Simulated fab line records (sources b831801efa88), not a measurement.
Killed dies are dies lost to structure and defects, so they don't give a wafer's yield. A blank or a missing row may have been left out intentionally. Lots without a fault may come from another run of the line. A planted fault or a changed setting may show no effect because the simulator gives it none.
Which tool is to blame? ; flow sky130 ; 39 wafers from 13 lots sampled at 6 of the route's 708 steps

## WHAT THE GAUGES READ, wafer by wafer
SKY_FIELD_ISO_BOW_MEAS_00. Usual: INCOMING_BOW 0 um, standard deviation 6.3.
lot;measured;on;INCOMING_BOW (um);flag
L452;day 1 10:01;film-metro-02;-3 -4 3;
L453;day 1 15:01;film-metro-02;-8 -4 -2;
L454;day 1 20:02;film-metro-02;11 -8 -5;
L462;day 3 12:00;film-metro-01;15 -7 -2;
L464;day 3 22:00;film-metro-01;-6 -4 7;
L465;day 4 03:00;film-metro-03;5 5 4;
L466;day 4 08:00;film-metro-01;-9 4 2;
L467;day 4 13:00;film-metro-03;-2 6 -1;
L469;day 4 23:01;film-metro-01;-10 11 2;
L472;day 5 14:00;film-metro-01;3 0 -9;
L473;day 5 19:00;film-metro-01;-3 -4 -4;
L474;day 6 00:01;film-metro-03;-1 -8 4;
L475;day 6 05:00;film-metro-01;-1 4 -9;

SKY_DNWELL_TW_MEAS_09. Usual: DNWELL_TW 1114, standard deviation 10.
lot;measured;on;DNWELL_TW;flag
L452;day 3 05:50;film-metro-04;1130 1125 1118;
L453;day 3 08:30;film-metro-02;1112 1108 1106;
L454;day 3 16:01;film-metro-01;1119 1110 1103;
L462;day 6 03:26;film-metro-02;1098 1099 1100;
L464;day 6 05:55;film-metro-01;1113 1113 1111;
L465;day 6 06:05;film-metro-02;1092 1104 1100;
L466;day 6 13:08;film-metro-04;1123 1115 1124;
L467;day 6 13:29;film-metro-04;1125 1121 1122;
L469;day 7 07:34;film-metro-04;1118 1111 1111;
L472;day 7 18:11;film-metro-04;1135 1130 1129;
L473;day 7 20:01;film-metro-04;1117 1117 1129;
L474;day 8 02:15;film-metro-02;1095 1091 1099;
L475;day 8 08:29;film-metro-01;1119 1121 1121;

SKY_NWELL_TW_MEAS_15. Usual: NWELL_TW 1817, standard deviation 15.
lot;measured;on;NWELL_TW;flag
L452;day 4 15:51;film-metro-02;1807 1804 1802;
L453;day 4 18:18;film-metro-01;1831 1827 1821;
L454;day 5 01:01;film-metro-01;1807 1822 1823;
L462;day 7 18:08;film-metro-02;1751 1759 1768;OFF
L464;day 7 20:57;film-metro-02;1751 1766 1754;OFF
L465;day 7 21:44;film-metro-02;1799 1799 1806;
L466;day 8 05:35;film-metro-04;1832 1839 1833;
L467;day 8 06:02;film-metro-02;1797 1796 1802;
L469;day 9 00:14;film-metro-01;1825 1819 1833;
L472;day 9 12:05;film-metro-01;1836 1830 1834;
L473;day 9 14:05;film-metro-01;1826 1832 1842;
L474;day 9 20:07;film-metro-02;1809 1814 1808;
L475;day 10 03:08;film-metro-01;1818 1831 1822;

SKY_NWELL_RS_MEAS_29: measures by four-point-probe. Usual: NWELL_RS 624.5 ohm/sq, standard deviation 1.5.
lot;measured;on;NWELL_RS (ohm/sq);flag
L452;day 5 08:28;film-metro-02;621.7 621.6 623.5;
L453;day 5 10:53;film-metro-01;625.6 625.6 627.8;
L454;day 5 17:23;film-metro-02;625.6 625.6 623.9;
L462;day 8 14:58;film-metro-04;655.2 656.4 656.2;OFF
L464;day 8 17:24;film-metro-01;653.7 653.9 654.7;OFF
L465;day 8 17:45;film-metro-04;625.6 627.8 625.8;
L466;day 9 02:55;film-metro-04;624.4 626.5 626.5;
L467;day 9 03:20;film-metro-01;625.2 625.2 624.8;
L469;day 9 21:55;film-metro-04;624.4 622.5 623.2;
L472;day 10 10:07;film-metro-01;624.6 623.0 624.2;
L473;day 10 12:16;film-metro-01;619.7 624.3 623.5;
L474;day 10 18:11;film-metro-01;623.4 624.8 625.3;
L475;day 11 01:45;film-metro-01;624.2 625.2 625.1;

SKY_VT_ADJUST_LVTN_OVL_MEAS_18. Usual: VT_ADJUST_LVTN_01_OVL -0.6 nm, standard deviation 1.5.
lot;measured;on;VT_ADJUST_LVTN_01_OVL (nm);flag
L452;day 7 16:37;overlay-02;-0.6 -0.8 0.1;
L453;day 7 19:05;overlay-02;-2.5 -2.0 -1.4;
L454;day 8 03:20;overlay-01;-0.8 0.0 -1.7;
L462;day 11 09:28;overlay-01;-1.3 0.3 -1.4;
L464;day 11 13:02;overlay-01;0.7 1.4 1.1;
L465;day 11 13:16;overlay-02;-0.9 0.8 -0.1;
L466;day 11 22:26;overlay-02;-3.5 -3.8 -3.0;
L467;day 12 00:29;overlay-02;0.3 1.3 -0.2;
L469;day 12 19:55;overlay-01;0.6 -0.5 -1.1;
L472;day 13 09:55;overlay-02;-0.6 0.4 0.8;
L473;day 13 12:53;overlay-02;-2.7 -1.7 -1.7;
L474;day 13 18:17;overlay-02;-2.6 -3.2 -1.4;
L475;day 14 05:59;overlay-02;-0.2 -1.6 -2.6;

## EACH LOT AND THE TOOL THAT RAN IT (in order: tool; ch and the chambers of the sampled wafers; start)
lot;SKY_NWELL_IMPLANT_11
L452;implanter-04 ch 0, day 4 15:19
L453;implanter-02 ch 0, day 4 17:46
L454;implanter-04 ch 0, day 5 00:29
L462;implanter-02 ch 0, day 7 17:35
L464;implanter-02 ch 0, day 7 20:24
L465;implanter-04 ch 0, day 7 21:11
L466;implanter-01 ch 0, day 8 05:02
L467;implanter-04 ch 0, day 8 05:29
L469;implanter-01 ch 0, day 8 23:40
L472;implanter-01 ch 0, day 9 11:32
L473;implanter-04 ch 0, day 9 13:32
L474;implanter-01 ch 0, day 9 19:35
L475;implanter-04 ch 0, day 10 02:35
- SKY_NWELL_IMPLANT_11

## AS READ BY THE TOOLS THEMSELVES (means over the sampled wafers that have a number; for cases with no such wafer, the mark the record gives instead)
SKY_NWELL_IMPLANT_11. Usual: beam-energy-keV 400.01, standard deviation 0.12; faraday-current-uA 107.4, standard deviation 2.1.
lot;tool;beam-energy-keV;faraday-current-uA;flag
L452;implanter-04;400.05;107.8;
L453;implanter-02;399.73;105.1;
L454;implanter-04;400.04;107.4;
L462;implanter-02;330.45;105.9;OFF
L464;implanter-02;330.50;106.6;OFF
L465;implanter-04;399.94;108.5;
L466;implanter-01;399.97;106.5;
L467;implanter-04;400.03;107.1;
L469;implanter-01;399.90;107.7;
L472;implanter-01;400.00;109.4;
L473;implanter-04;400.09;107.2;
L474;implanter-01;400.01;107.7;
L475;implanter-04;400.02;108.9;

## THE ANSWER, worked out from the rows above alone
Rule: a lot counts as off when the mean over its wafers that have a number is more than 3 standard deviations away from the usual mean. Also off: a lot with no number at a reading for which 4 or more lots have one. The other lots that the step has rows for count as sound. The gauges are gone through in route order, then the tools' own readings, and for those a lot's mean is taken as printed above. The first step at which some lot is off is used, and at that step the reading that is off furthest; a lot without a number counts as furthest.
Off: at SKY_NWELL_TW_MEAS_15 (NWELL_TW), L462, L464.
A tool fits if, at a process step before that reading, it ran every lot that is off, and no sound lot after the first of them. Not tried: the gauges at SKY_NWELL_TW_MEAS_15; whatever is off there is also off at SKY_NWELL_RS_MEAS_29, on other tools, and gauge error can't account for it. One fits: SKY_NWELL_IMPLANT_11 on implanter-02. A fault onset in the window from L453 (day 4 17:46, its last sound lot) to L462 (day 7 17:35, its first lot off) fits.
The tool's own readings at SKY_NWELL_IMPLANT_11 bear it out: on the lots that are off they differ by more than 5 times the standard deviation of the sound lots' means. beam-energy-keV reads 330.48 there against 399.98 on the sound lots.

## WHAT WAS PUT IN BY THE SIMULATOR
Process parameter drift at SKY_NWELL_IMPLANT_11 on implanter-02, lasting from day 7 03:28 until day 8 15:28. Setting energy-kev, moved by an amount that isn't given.
Lots struck among those shown: L462, L464. The rule above found the same.
